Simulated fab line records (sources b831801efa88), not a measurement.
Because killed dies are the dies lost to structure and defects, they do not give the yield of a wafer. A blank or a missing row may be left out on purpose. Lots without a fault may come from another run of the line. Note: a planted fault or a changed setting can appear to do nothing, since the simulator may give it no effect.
Chamber matching || flow sky130 || cmp-01 running SKY_FIELD_ISO_CMP_27: 4 sister chambers
The step polishes, stops on Si3N4, t overpolish 16 s, target thk 457.8 nm. 4 wafers are shown with their chamber, then 6 later ones without.

## WAFERS WITH THEIR CHAMBER
{"wafer": "L757.1", "chamber": 1, "motorCurrentA (A)": 11.2}
{"wafer": "L761.3", "chamber": 2, "motorCurrentA (A)": 13.4}
{"wafer": "L763.2", "chamber": 0, "motorCurrentA (A)": 10.3}
{"wafer": "L763.5", "chamber": 3, "motorCurrentA (A)": 12.4}

## WAFERS WITHOUT THEIR CHAMBER
{"wafer": "L763.6", "motorCurrentA (A)": 13.1}
{"wafer": "L767.2", "motorCurrentA (A)": 12.0}
{"wafer": "L767.6", "motorCurrentA (A)": 10.1}
{"wafer": "L777.1", "motorCurrentA (A)": 12.3}
{"wafer": "L777.3", "motorCurrentA (A)": 12.8}
{"wafer": "L777.6", "motorCurrentA (A)": 10.5}

## WHICH CHAMBER EACH WENT THROUGH
{"wafer": "L763.6", "from the rows above": "can't be placed: 2 or 3", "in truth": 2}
{"wafer": "L767.2", "from the rows above": "can't be placed: 3 or 1", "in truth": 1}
{"wafer": "L767.6", "from the rows above": 0, "in truth": 0}
{"wafer": "L777.1", "from the rows above": 3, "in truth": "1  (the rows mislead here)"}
{"wafer": "L777.3", "from the rows above": "can't be placed: 3 or 2", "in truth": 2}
{"wafer": "L777.6", "from the rows above": "can't be placed: 0 or 1", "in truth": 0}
Correct placement for 1 of the 6. Can't be placed from these rows: 4 (the true chamber is among the candidates in 4). Placed wrongly: 1.
How it was worked out, from the rows above alone: a wafer's distance from a chamber is the root of the sum, over the readings, of the square of ((its reading less the chamber's mean) divided by the reading's scatter). If the next closest chamber is less than 2 further off than the closest, the wafer can't be placed; otherwise it belongs to the closest. A chamber's mean is the mean of its shown wafers. The scatter (one wafer shown for each chamber): square how far every hidden wafer sits from the nearest shown wafer, average those squares and take the square root.
